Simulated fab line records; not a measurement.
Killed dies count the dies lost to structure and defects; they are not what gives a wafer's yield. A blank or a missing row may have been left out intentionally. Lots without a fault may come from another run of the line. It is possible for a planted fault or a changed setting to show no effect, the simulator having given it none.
Problem report in the 8D (eight disciplines) form, filled by code	flow sky130	the parts of the form that need people (team, actions taken, sign-off) are left out

1. PROBLEM STATEMENT
SKY_METAL1_ETCH_18, oes_product_au: mean 0.823 a.u. over 1 wafer from 1 lot; wafers with no fault: 0.854 a.u., standard deviation 0.0047. That puts it -6.6 standard deviations away from the usual mean.
The step: etches BARC in N2/H2, stops on SiO2, time 45.9 s, target depth 60 nm.
Earliest sighting: wafer L696.3 on rie_metal-01 at day 36 02:01. Wafers with a number at this step in the record: 33, from 11 lots. By rule, "out" or "out of limits" means more than 4 standard deviations away from the usual mean. The other wafers with a number count as sound.

2. WHAT IT IS, WHAT IT ISN'T
question	is	is not
which readings at this step	oes_product_au	drypump_motor_current_A, throttle_valve_pct
which lots	L696	L691, L692, L693, L694, L695, L697, L699, L707, L710, L713
which wafers of those lots	L696.3	L696.1, L696.5
read on which tools	rie_metal-01	rie_metal-03, rie_metal-04
when	from day 36 02:01	up to then (17 sound wafers); but 15 sound wafers of L697, L699, L707, L710, L713 came after

3. SUSPECTS, AND WHAT RULES EACH OUT
Counting: any tool at a process step up to the reading remains a suspect provided it ran every lot that is out. Sound lots after the first of them don't rule it out here, since some wafers of a struck lot are sound.
- plasma_asher-01 at SKY_LOCAL_INTERCONNECT_STRIP_15 (strips in O2/N2): kept. The lot that is out, L696, ran on it at day 33 18:43; the last sound lot it ran before that was L695, at day 32 20:48.
- rie_diel-04 at SKY_CONTACT_ETCH_18 (etches Si3N4 in CHF3/O2, stops on TiN, time 39 s, target depth 75 nm): kept. The lot that is out, L696, ran on it at day 35 11:57; the last sound lot it ran before that was L694, at day 35 03:06. SKY_CONTACT_ETCH_18 gives no start for some lots, so the hours and the order of its lots are those of SKY_METAL1_COAT_09.
- litho_track-02 at SKY_METAL1_COAT_09 (resist thk 60 nm): kept. The lot that is out, L696, ran on it at day 35 11:57; the last sound lot it ran before that was L694, at day 35 03:06.
- rie_metal-01 at SKY_METAL1_ETCH_18 (etches BARC in N2/H2, stops on SiO2, time 45.9 s, target depth 60 nm): kept. The lot that is out, L696, ran on it at day 36 02:01; the last sound lot it ran before that was L694, at day 35 17:11. On those wafers its own readings are out: oes_product_au.
Left after counting: plasma_asher-01 at SKY_LOCAL_INTERCONNECT_STRIP_15, rie_diel-04 at SKY_CONTACT_ETCH_18, litho_track-02 at SKY_METAL1_COAT_09, rie_metal-01 at SKY_METAL1_ETCH_18.

4. THE CAUSE (what the simulator had put in)
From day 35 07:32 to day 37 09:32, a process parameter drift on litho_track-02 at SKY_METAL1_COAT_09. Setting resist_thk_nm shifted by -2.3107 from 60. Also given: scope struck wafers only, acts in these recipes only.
Counting leaves 4 suspects; this tool is one of them.

5. THE CHAIN OF EFFECTS, in route order
Rows list readings where the struck wafers' mean (over those with a number) sits beyond 3 standard deviations from the usual. Only readings for which the record gives a usual standard deviation are gone through. hours: the time from each lot's start at the first step in this table that gives one to its start at this step, as a median over the lots. sigmas: the change in usual standard deviations.
hours	step	reading	usual	on struck wafers	change	sigmas
0	SKY_METAL1_ETCH_18	oes_product_au	0.854 a.u.	0.823	-0.031	-6.6
Its process steps:
- SKY_METAL1_ETCH_18: etches BARC in N2/H2, stops on SiO2, time 45.9 s, target depth 60 nm.

6. WHAT WOULD HAVE CAUGHT IT SOONER
In this record no reading fell out of limits until day 36 02:01, 18 hours after the fault had begun at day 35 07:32.
Each of the lots that are out, 1 in all, had begun SKY_METAL1_COAT_09 on litho_track-02 no later than day 36 02:01. Tool hold at that time: it would have spared none of them.
